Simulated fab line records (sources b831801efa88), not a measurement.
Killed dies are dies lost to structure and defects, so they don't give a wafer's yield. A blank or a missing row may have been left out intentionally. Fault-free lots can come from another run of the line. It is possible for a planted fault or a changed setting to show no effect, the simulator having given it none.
fab line records :: flow gf180mcu :: part 2 of 2: steps 26 to 35 of 35
record:
  lots: 5
  wafers: 15
  last-day: 34
route steps=602 shown NSD@246 PSD@248 SAB@264 SALICIDE@278
lots with no fault: from the same line, run without faults
start-h: hours from the record's opening day to when the first of the lot's shown wafers began :: wait-h: hours elapsed since this lot's preceding step :: " same as the row above :: L1.1+2: one row covering several wafers at once :: - no value present, or no start provided :: * or withheld: withheld :: < > ~ a bound
route shown NAME@n: NAME is a module with steps in the file, n the number in the route of the first one :: usual: the fault-free wafers' mean and standard deviation :: same: alike in all rows :: chamber/n: place in a boat :: sites: per-site readings :: _std_site: their standard deviation :: _edge_site: outer sites' mean less inner sites' :: radius-mm: for every site, how far away it sits from the centre of the wafer :: mask NAME#n: copy n :: behind: the last tool/chamber to shape the wafer :: hold: what put the lot on hold/how long, in hours/how the hold closed :: device: which transistor (n, p or np) failed to switch :: end of line: tests of these same wafers at the route's end :: a step given without rows: its recipe and nothing more :: killed: count of dies lost to structure and defects at first sort (not the wafer's yield) :: map: a wafer's dies, marking killed ones x, the rest . and places with no die _
set.NAME: the run value of the setting; set.NAME@STEP: its run value at that earlier step :: model.NAME: the simulator's own value behind a step, which no gauge read
certain route steps with their lots: each step a table, each wafer a row
services: the hour from which a tool's chamber was out of use, counted from the record's first day as start-h (under 0 if before that day), plus the number of hours and why
== steps ==
step: GF_SAB_PEB_07
recipe:
  temp-c: withheld
  time-s: *
  resist: NOVOLAK
usual:
  exhaust-pa: 45.1/0.93
lot.wafer: L074.2
tool: litho-track-01
chamber: 0
start-h: -
wait-h: -
exhaust-pa: 45.9

lot.wafer: L074.4
tool: litho-track-01
chamber: 0
start-h: -
wait-h: -
exhaust-pa: 46.6

lot.wafer: L074.6
tool: litho-track-01
chamber: 0
start-h: -
wait-h: -
exhaust-pa: 45.5

lot.wafer: L075.4
tool: litho-track-02
chamber: 0
start-h: -
wait-h: -
exhaust-pa: 44.2

lot.wafer: L075.5
tool: litho-track-02
chamber: 0
start-h: -
wait-h: -
exhaust-pa: 44.5

lot.wafer: L075.6
tool: litho-track-02
chamber: 0
start-h: -
wait-h: -
exhaust-pa: 44.3

lot.wafer: L080.2
tool: litho-track-01
chamber: 0
start-h: -
wait-h: -
exhaust-pa: 44.7

lot.wafer: L080.4
tool: litho-track-01
chamber: 0
start-h: -
wait-h: -
exhaust-pa: 45.3

lot.wafer: L080.6
tool: litho-track-01
chamber: 0
start-h: -
wait-h: -
exhaust-pa: 43.8

lot.wafer: L092.1
tool: litho-track-03
chamber: 0
start-h: -
wait-h: -
exhaust-pa: 45.3

lot.wafer: L092.2
tool: litho-track-03
chamber: 0
start-h: -
wait-h: -
exhaust-pa: 44.6

lot.wafer: L092.6
tool: litho-track-03
chamber: 0
start-h: -
wait-h: -
exhaust-pa: 45.0

lot.wafer: L097.2
tool: litho-track-01
chamber: 0
start-h: -
wait-h: -
exhaust-pa: 44.9

lot.wafer: L097.4
tool: litho-track-01
chamber: 0
start-h: -
wait-h: -
exhaust-pa: 45.9

lot.wafer: L097.6
tool: litho-track-01
chamber: 0
start-h: -
wait-h: -
exhaust-pa: 45.9
step: GF_SAB_DEVELOP_08
recipe:
  develop-time-s: 60
  dev-temp-c: 23
usual:
  developer-temp-C: 22.99/0.1
  exhaust-pa: 45.0/0.95
lot.wafer: L074.2
tool: litho-track-01
chamber: 0
start-h: 338.33
wait-h: 0.1
developer-temp-C: 23.05
exhaust-pa: 44.9

lot.wafer: L074.4
tool: litho-track-01
chamber: 0
start-h: 338.33
wait-h: 0.1
developer-temp-C: 23.02
exhaust-pa: 44.0

lot.wafer: L074.6
tool: litho-track-01
chamber: 0
start-h: 338.33
wait-h: 0.1
developer-temp-C: 22.95
exhaust-pa: 45.3

lot.wafer: L075.4
tool: litho-track-02
chamber: 0
start-h: 344.52
wait-h: 0.1
developer-temp-C: 22.80
exhaust-pa: 44.2

lot.wafer: L075.5
tool: litho-track-02
chamber: 0
start-h: 344.52
wait-h: 0.1
developer-temp-C: 22.94
exhaust-pa: 44.5

lot.wafer: L075.6
tool: litho-track-02
chamber: 0
start-h: 344.52
wait-h: 0.1
developer-temp-C: 22.96
exhaust-pa: 43.5

lot.wafer: L080.2
tool: litho-track-01
chamber: 0
start-h: 393.43
wait-h: 0.1
developer-temp-C: 23.02
exhaust-pa: 45.2

lot.wafer: L080.4
tool: litho-track-01
chamber: 0
start-h: 393.43
wait-h: 0.1
developer-temp-C: 22.95
exhaust-pa: 45.8

lot.wafer: L080.6
tool: litho-track-01
chamber: 0
start-h: 393.43
wait-h: 0.1
developer-temp-C: 22.89
exhaust-pa: 45.9

lot.wafer: L092.1
tool: litho-track-03
chamber: 0
start-h: 499.48
wait-h: 0.1
developer-temp-C: 22.97
exhaust-pa: 45.0

lot.wafer: L092.2
tool: litho-track-03
chamber: 0
start-h: 499.48
wait-h: 0.1
developer-temp-C: 22.87
exhaust-pa: 44.3

lot.wafer: L092.6
tool: litho-track-03
chamber: 0
start-h: 499.48
wait-h: 0.1
developer-temp-C: 22.86
exhaust-pa: 44.9

lot.wafer: L097.2
tool: litho-track-01
chamber: 0
start-h: 531.68
wait-h: 0.1
developer-temp-C: 22.90
exhaust-pa: 45.0

lot.wafer: L097.4
tool: litho-track-01
chamber: 0
start-h: 531.68
wait-h: 0.1
developer-temp-C: 22.85
exhaust-pa: 44.8

lot.wafer: L097.6
tool: litho-track-01
chamber: 0
start-h: 531.68
wait-h: 0.1
developer-temp-C: 22.96
exhaust-pa: 44.9
step: GF_SAB_CD_MEAS_09
recipe:
  target-cd-nm: 420
usual:
  cd-nm: 419.3/2.3
lot.wafer: L074.2
tool: cd-sem-02
chamber: -
start-h: 338.48
wait-h: 0.1
cd-nm: 419.2

lot.wafer: L074.4
tool: cd-sem-02
chamber: -
start-h: 338.48
wait-h: 0.1
cd-nm: 418.4

lot.wafer: L074.6
tool: cd-sem-02
chamber: -
start-h: 338.48
wait-h: 0.1
cd-nm: 418.0

lot.wafer: L075.4
tool: cd-sem-01
chamber: -
start-h: 344.66
wait-h: 0.1
cd-nm: 417.0

lot.wafer: L075.5
tool: cd-sem-01
chamber: -
start-h: 344.66
wait-h: 0.1
cd-nm: 418.5

lot.wafer: L075.6
tool: cd-sem-01
chamber: -
start-h: 344.66
wait-h: 0.1
cd-nm: 418.8

lot.wafer: L080.2
tool: cd-sem-02
chamber: -
start-h: 393.58
wait-h: 0.1
cd-nm: 422.5

lot.wafer: L080.4
tool: cd-sem-02
chamber: -
start-h: 393.58
wait-h: 0.1
cd-nm: 421.0

lot.wafer: L080.6
tool: cd-sem-02
chamber: -
start-h: 393.58
wait-h: 0.1
cd-nm: 421.0

lot.wafer: L092.1
tool: cd-sem-01
chamber: -
start-h: 499.63
wait-h: 0.1
cd-nm: 425.5

lot.wafer: L092.2
tool: cd-sem-01
chamber: -
start-h: 499.63
wait-h: 0.1
cd-nm: 422.7

lot.wafer: L092.6
tool: cd-sem-01
chamber: -
start-h: 499.63
wait-h: 0.1
cd-nm: 424.9

lot.wafer: L097.2
tool: cd-sem-02
chamber: -
start-h: 531.82
wait-h: 0.1
cd-nm: 422.2

lot.wafer: L097.4
tool: cd-sem-02
chamber: -
start-h: 531.82
wait-h: 0.1
cd-nm: 420.8

lot.wafer: L097.6
tool: cd-sem-02
chamber: -
start-h: 531.82
wait-h: 0.1
cd-nm: 420.6
step: GF_SAB_OVL_MEAS_10
usual:
  SAB_OVL: 0.8/1.7
lot.wafer: L074.2
tool: overlay-02
chamber: -
start-h: 338.58
wait-h: 0.1
SAB_OVL[nm]: 0.0

lot.wafer: L074.4
tool: overlay-02
chamber: -
start-h: 338.58
wait-h: 0.1
SAB_OVL[nm]: -0.3

lot.wafer: L074.6
tool: overlay-02
chamber: -
start-h: 338.58
wait-h: 0.1
SAB_OVL[nm]: 0.3

lot.wafer: L075.4
tool: overlay-01
chamber: -
start-h: 344.73
wait-h: 0.1
SAB_OVL[nm]: 2.1

lot.wafer: L075.5
tool: overlay-01
chamber: -
start-h: 344.73
wait-h: 0.1
SAB_OVL[nm]: 3.0

lot.wafer: L075.6
tool: overlay-01
chamber: -
start-h: 344.73
wait-h: 0.1
SAB_OVL[nm]: 1.2

lot.wafer: L080.2
tool: overlay-02
chamber: -
start-h: 393.68
wait-h: 0.1
SAB_OVL[nm]: 0.9

lot.wafer: L080.4
tool: overlay-02
chamber: -
start-h: 393.68
wait-h: 0.1
SAB_OVL[nm]: 1.9

lot.wafer: L080.6
tool: overlay-02
chamber: -
start-h: 393.68
wait-h: 0.1
SAB_OVL[nm]: 0.9

lot.wafer: L092.1
tool: overlay-01
chamber: -
start-h: 499.75
wait-h: 0.1
SAB_OVL[nm]: 1.5

lot.wafer: L092.2
tool: overlay-01
chamber: -
start-h: 499.75
wait-h: 0.1
SAB_OVL[nm]: 2.8

lot.wafer: L092.6
tool: overlay-01
chamber: -
start-h: 499.75
wait-h: 0.1
SAB_OVL[nm]: 1.6

lot.wafer: L097.2
tool: overlay-01
chamber: -
start-h: 531.93
wait-h: 0.1
SAB_OVL[nm]: -0.8

lot.wafer: L097.4
tool: overlay-01
chamber: -
start-h: 531.93
wait-h: 0.1
SAB_OVL[nm]: -2.0

lot.wafer: L097.6
tool: overlay-01
chamber: -
start-h: 531.93
wait-h: 0.1
SAB_OVL[nm]: -1.3
step: GF_SAB_ETCH_11
recipe:
  chemistry: C4F8/O2/Ar
  mask-material: NOVOLAK
  target: SiO2
  target-depth-nm: 55
  source-w: 1500
  bias-w: 1200
  pressure-mtorr: 40
  c4f8-flow-sccm: withheld
  O2_flow_sccm: 6
  Ar_flow_sccm: 300
  time-s: 8.5
usual:
  oes-product-au: 0.997/0.009
lot.wafer: L074.2
tool: rie-diel-01
chamber: 2
start-h: 338.61
wait-h: 0.0
oes-product-au: 1.000
rf-hours-counter-h: 67

lot.wafer: L074.4
tool: rie-diel-01
chamber: 1
start-h: 338.61
wait-h: 0.0
oes-product-au: 1.004
rf-hours-counter-h: 91

lot.wafer: L074.6
tool: rie-diel-01
chamber: 0
start-h: 338.61
wait-h: 0.0
oes-product-au: 1.005
rf-hours-counter-h: -

lot.wafer: L075.4
tool: rie-diel-02
chamber: 2
start-h: 344.75
wait-h: 0.0
oes-product-au: 0.999
rf-hours-counter-h: 4

lot.wafer: L075.5
tool: rie-diel-02
chamber: 1
start-h: 344.75
wait-h: 0.0
oes-product-au: 1.011
rf-hours-counter-h: -

lot.wafer: L075.6
tool: rie-diel-02
chamber: 2
start-h: 344.75
wait-h: 0.0
oes-product-au: 0.998
rf-hours-counter-h: -

lot.wafer: L080.2
tool: rie-diel-02
chamber: 0
start-h: 393.71
wait-h: 0.0
oes-product-au: 0.984
rf-hours-counter-h: 96

lot.wafer: L080.4
tool: rie-diel-02
chamber: 0
start-h: 393.71
wait-h: 0.0
oes-product-au: 0.987
rf-hours-counter-h: -

lot.wafer: L080.6
tool: rie-diel-02
chamber: 1
start-h: 393.71
wait-h: 0.0
oes-product-au: 1.008
rf-hours-counter-h: -

lot.wafer: L092.1
tool: rie-diel-02
chamber: 3
start-h: 499.78
wait-h: 0.0
oes-product-au: 0.980
rf-hours-counter-h: 3

lot.wafer: L092.2
tool: rie-diel-02
chamber: 1
start-h: 499.78
wait-h: 0.0
oes-product-au: 0.999
rf-hours-counter-h: 23

lot.wafer: L092.6
tool: rie-diel-02
chamber: 1
start-h: 499.78
wait-h: 0.0
oes-product-au: 0.992
rf-hours-counter-h: -

lot.wafer: L097.2
tool: rie-diel-02
chamber: 0
start-h: 531.96
wait-h: 0.0
oes-product-au: 1.000
rf-hours-counter-h: 1

lot.wafer: L097.4
tool: rie-diel-02
chamber: 1
start-h: 531.96
wait-h: 0.0
oes-product-au: 1.004
rf-hours-counter-h: 24

lot.wafer: L097.6
tool: rie-diel-02
chamber: 2
start-h: 531.96
wait-h: 0.0
oes-product-au: 0.993
rf-hours-counter-h: -
step: GF_SAB_WET_ETCH_12
recipe:
  chemistry: dHF
  target-depth-nm: 22
  dry: n2-spin
  target: SiO2
  temp-c: 25
  dilution: 100:1
  time-s: 440
lot.wafer: L074.2+4+6
tool: wet-bench-03
chamber: 3
start-h: 338.63
wait-h: 0.0

lot.wafer: L075.4+5+6
tool: wet-bench-02
chamber: 1
start-h: 344.77
wait-h: 0.0

lot.wafer: L080.2+4+6
tool: wet-bench-03
chamber: 1
start-h: 393.73
wait-h: 0.0

lot.wafer: L092.1+2+6
tool: wet-bench-03
chamber: 1
start-h: 499.80
wait-h: 0.0

lot.wafer: L097.2+4+6
tool: wet-bench-03
chamber: 2
start-h: 531.98
wait-h: 0.0
step: GF_SAB_STRIP_13
recipe:
  chemistry: O2/N2
  power-w: 1400
  pressure-mtorr: 1500
  platen-temp-c: 250
  o2-flow-sccm: 3000
  n2-flow-sccm: 300
  overash-fraction: 0.5
usual:
  drypump-motor-current-A: 5.66/0.28
  heater-power-w: 322/15
  oes-product-au: 0.710/0.0045
  platen-temp-c: 249.99/0.18
  strip-time-to-endpoint-s: 12.625/0.028
lot.wafer: L074.2
tool: plasma-asher-02
chamber: 0
start-h: 338.78
wait-h: 0.0
drypump-motor-current-A: 5.95
heater-power-w: 339
oes-product-au: 0.710
platen-temp-c: 250.24
rf-hours-counter-h: 70
strip-time-to-endpoint-s: 12.639

lot.wafer: L074.4
tool: plasma-asher-02
chamber: 1
start-h: 338.78
wait-h: 0.0
drypump-motor-current-A: 5.88
heater-power-w: 318
oes-product-au: 0.711
platen-temp-c: 250.22
rf-hours-counter-h: -
strip-time-to-endpoint-s: 12.626

lot.wafer: L074.6
tool: plasma-asher-02
chamber: 0
start-h: 338.78
wait-h: 0.0
drypump-motor-current-A: 5.94
heater-power-w: 343
oes-product-au: 0.703
platen-temp-c: 250.19
rf-hours-counter-h: -
strip-time-to-endpoint-s: 12.642

lot.wafer: L075.4
tool: plasma-asher-01
chamber: 1
start-h: 344.95
wait-h: 0.0
drypump-motor-current-A: 5.61
heater-power-w: 335
oes-product-au: 0.702
platen-temp-c: 250.17
rf-hours-counter-h: -
strip-time-to-endpoint-s: 12.650

lot.wafer: L075.5
tool: plasma-asher-01
chamber: 1
start-h: 344.95
wait-h: 0.0
drypump-motor-current-A: 5.61
heater-power-w: 334
oes-product-au: 0.705
platen-temp-c: 250.23
rf-hours-counter-h: -
strip-time-to-endpoint-s: 12.656

lot.wafer: L075.6
tool: plasma-asher-01
chamber: 0
start-h: 344.95
wait-h: 0.0
drypump-motor-current-A: 5.54
heater-power-w: 319
oes-product-au: 0.707
platen-temp-c: 250.27
rf-hours-counter-h: -
strip-time-to-endpoint-s: 12.650

lot.wafer: L080.2
tool: plasma-asher-04
chamber: 1
start-h: 393.86
wait-h: 0.0
drypump-motor-current-A: 5.09
heater-power-w: 292
oes-product-au: 0.707
platen-temp-c: 250.06
rf-hours-counter-h: 78
strip-time-to-endpoint-s: 12.610

lot.wafer: L080.4
tool: plasma-asher-04
chamber: 1
start-h: 393.86
wait-h: 0.0
drypump-motor-current-A: 5.07
heater-power-w: 292
oes-product-au: 0.712
platen-temp-c: 249.86
rf-hours-counter-h: -
strip-time-to-endpoint-s: 12.648

lot.wafer: L080.6
tool: plasma-asher-04
chamber: 1
start-h: 393.86
wait-h: 0.0
drypump-motor-current-A: 5.11
heater-power-w: 303
oes-product-au: 0.712
platen-temp-c: 249.97
rf-hours-counter-h: -
strip-time-to-endpoint-s: 12.652

lot.wafer: L092.1
tool: plasma-asher-01
chamber: 0
start-h: 499.93
wait-h: 0.0
drypump-motor-current-A: 5.56
heater-power-w: 327
oes-product-au: 0.703
platen-temp-c: 249.98
rf-hours-counter-h: 41
strip-time-to-endpoint-s: 12.653

lot.wafer: L092.2
tool: plasma-asher-01
chamber: 1
start-h: 499.93
wait-h: 0.0
drypump-motor-current-A: 5.62
heater-power-w: 329
oes-product-au: 0.714
platen-temp-c: 250.24
rf-hours-counter-h: 41
strip-time-to-endpoint-s: 12.629

lot.wafer: L092.6
tool: plasma-asher-01
chamber: 1
start-h: 499.93
wait-h: 0.0
drypump-motor-current-A: 5.63
heater-power-w: 333
oes-product-au: 0.707
platen-temp-c: 250.01
rf-hours-counter-h: -
strip-time-to-endpoint-s: 12.624

lot.wafer: L097.2
tool: plasma-asher-01
chamber: 0
start-h: 532.11
wait-h: 0.0
drypump-motor-current-A: 5.53
heater-power-w: 319
oes-product-au: 0.707
platen-temp-c: 250.27
rf-hours-counter-h: 45
strip-time-to-endpoint-s: 12.609

lot.wafer: L097.4
tool: plasma-asher-01
chamber: 0
start-h: 532.11
wait-h: 0.0
drypump-motor-current-A: 5.54
heater-power-w: 312
oes-product-au: 0.712
platen-temp-c: 250.04
rf-hours-counter-h: -
strip-time-to-endpoint-s: 12.551

lot.wafer: L097.6
tool: plasma-asher-01
chamber: 1
start-h: 532.11
wait-h: 0.0
drypump-motor-current-A: 5.62
heater-power-w: 328
oes-product-au: 0.712
platen-temp-c: 250.07
rf-hours-counter-h: -
strip-time-to-endpoint-s: 12.620
step: GF_SALICIDE_CLEAN_00
recipe:
  chemistry: SC1/SC2
  mix: 1:4:20
  temp-c: 70
  time-s: 150
lot.wafer: L074.2+4+6
tool: wet-bench-01
chamber: 1
start-h: 338.88
wait-h: 0.1

lot.wafer: L075.4+5+6
tool: wet-bench-03
chamber: 0
start-h: 345.01
wait-h: 0.0

lot.wafer: L080.2+4+6
tool: wet-bench-01
chamber: 1
start-h: 393.96
wait-h: 0.1

lot.wafer: L092.1+2+6
tool: wet-bench-02
chamber: 2
start-h: 500.03
wait-h: 0.1

lot.wafer: L097.2+4+6
tool: wet-bench-02
chamber: 1
start-h: 532.21
wait-h: 0.1
step: GF_SALICIDE_WET_ETCH_01
recipe:
  chemistry: dHF
  target-depth-nm: 5
  dry: ipa-marangoni
  target: SiO2
  temp-c: 25
  dilution: 100:1
  time-s: 100
lot.wafer: L074.2+4+6
tool: wet-bench-03
chamber: 2
start-h: 338.93
wait-h: 0.0

lot.wafer: L075.4+5+6
tool: wet-bench-01
chamber: 1
start-h: 345.07
wait-h: 0.0

lot.wafer: L080.2+4+6
tool: wet-bench-02
chamber: 2
start-h: 394.01
wait-h: 0.0

lot.wafer: L092.1+2+6
tool: wet-bench-03
chamber: 0
start-h: 500.08
wait-h: 0.0

lot.wafer: L097.2+4+6
tool: wet-bench-03
chamber: 0
start-h: 532.26
wait-h: 0.0
step: GF_SALICIDE_SPUTTER_02
recipe:
  material: Co
  target-thk-nm: 10
  power-w: 1000
  time-s: 20
  chamber-pressure-pa: 0.4
usual:
  throttle-valve-pct: 29.5/1.1
lot.wafer: L074.2
tool: pvd-sputter-03
chamber: -
start-h: 338.97
wait-h: 0.0
throttle-valve-pct: 28.6

lot.wafer: L074.4
tool: pvd-sputter-03
chamber: -
start-h: 338.97
wait-h: 0.0
throttle-valve-pct: 30.6

lot.wafer: L074.6
tool: pvd-sputter-03
chamber: -
start-h: 338.97
wait-h: 0.0
throttle-valve-pct: 27.9

lot.wafer: L075.4
tool: pvd-sputter-04
chamber: -
start-h: 345.11
wait-h: 0.0
throttle-valve-pct: 29.4

lot.wafer: L075.5
tool: pvd-sputter-04
chamber: -
start-h: 345.11
wait-h: 0.0
throttle-valve-pct: 29.4

lot.wafer: L075.6
tool: pvd-sputter-04
chamber: -
start-h: 345.11
wait-h: 0.0
throttle-valve-pct: 29.4

lot.wafer: L080.2
tool: pvd-sputter-01
chamber: -
start-h: 394.05
wait-h: 0.0
throttle-valve-pct: 31.2

lot.wafer: L080.4
tool: pvd-sputter-01
chamber: -
start-h: 394.05
wait-h: 0.0
throttle-valve-pct: 28.1

lot.wafer: L080.6
tool: pvd-sputter-01
chamber: -
start-h: 394.05
wait-h: 0.0
throttle-valve-pct: 30.5

lot.wafer: L092.1
tool: pvd-sputter-03
chamber: -
start-h: 500.12
wait-h: 0.0
throttle-valve-pct: 28.7

lot.wafer: L092.2
tool: pvd-sputter-03
chamber: -
start-h: 500.12
wait-h: 0.0
throttle-valve-pct: 30.4

lot.wafer: L092.6
tool: pvd-sputter-03
chamber: -
start-h: 500.12
wait-h: 0.0
throttle-valve-pct: 28.1

lot.wafer: L097.2
tool: pvd-sputter-01
chamber: -
start-h: 532.30
wait-h: 0.0
throttle-valve-pct: 29.7

lot.wafer: L097.4
tool: pvd-sputter-01
chamber: -
start-h: 532.30
wait-h: 0.0
throttle-valve-pct: 30.4

lot.wafer: L097.6
tool: pvd-sputter-01
chamber: -
start-h: 532.30
wait-h: 0.0
throttle-valve-pct: 28.3
== services ==
tool: wet-bench-03
chamber: -
start-h: 274.58
hours: 4.3
kind: repair

tool: plasma-asher-03
chamber: -
start-h: 281.18
hours: 15.6
kind: pm

tool: wet-bench-03
chamber: -
start-h: 291.19
hours: 3.7
kind: repair

tool: plasma-asher-01
chamber: -
start-h: 294.28
hours: 0.6
kind: repair

tool: plasma-asher-03
chamber: -
start-h: 302.62
hours: 1.2
kind: repair

tool: plasma-asher-03
chamber: -
start-h: 305.64
hours: 1.3
kind: repair

tool: rie-diel-02
chamber: 2
start-h: 319.42
hours: 7.6
kind: repair

tool: iline-stepper-02
chamber: -
start-h: 323.89
hours: 3.2
kind: repair

tool: plasma-asher-03
chamber: -
start-h: 325.11
hours: 0.5
kind: repair

tool: iline-stepper-01
chamber: -
start-h: 327.11
hours: 1.7
kind: pm

tool: iline-stepper-02
chamber: -
start-h: 328.87
hours: 4.4
kind: pm

tool: rie-diel-02
chamber: 1
start-h: 346.27
hours: 11.8
kind: repair

tool: plasma-asher-01
chamber: -
start-h: 347.28
hours: 0.7
kind: repair

tool: wet-bench-02
chamber: -
start-h: 347.29
hours: 1.2
kind: repair

tool: iline-stepper-01
chamber: -
start-h: 361.44
hours: 1.4
kind: repair

tool: plasma-asher-01
chamber: -
start-h: 367.53
hours: 0.9
kind: repair

tool: plasma-asher-03
chamber: -
start-h: 370.48
hours: 10.0
kind: repair

tool: rie-diel-02
chamber: 3
start-h: 370.51
hours: 5.8
kind: repair

tool: iline-stepper-02
chamber: -
start-h: 375.60
hours: 1.8
kind: repair

tool: iline-stepper-02
chamber: -
start-h: 409.43
hours: 1.7
kind: pm

tool: plasma-asher-03
chamber: -
start-h: 417.21
hours: 18.7
kind: repair

tool: iline-stepper-01
chamber: -
start-h: 507.41
hours: 4.2
kind: repair

tool: iline-stepper-01
chamber: -
start-h: 509.50
hours: 1.5
kind: repair

tool: iline-stepper-01
chamber: -
start-h: 519.57
hours: 9.0
kind: repair
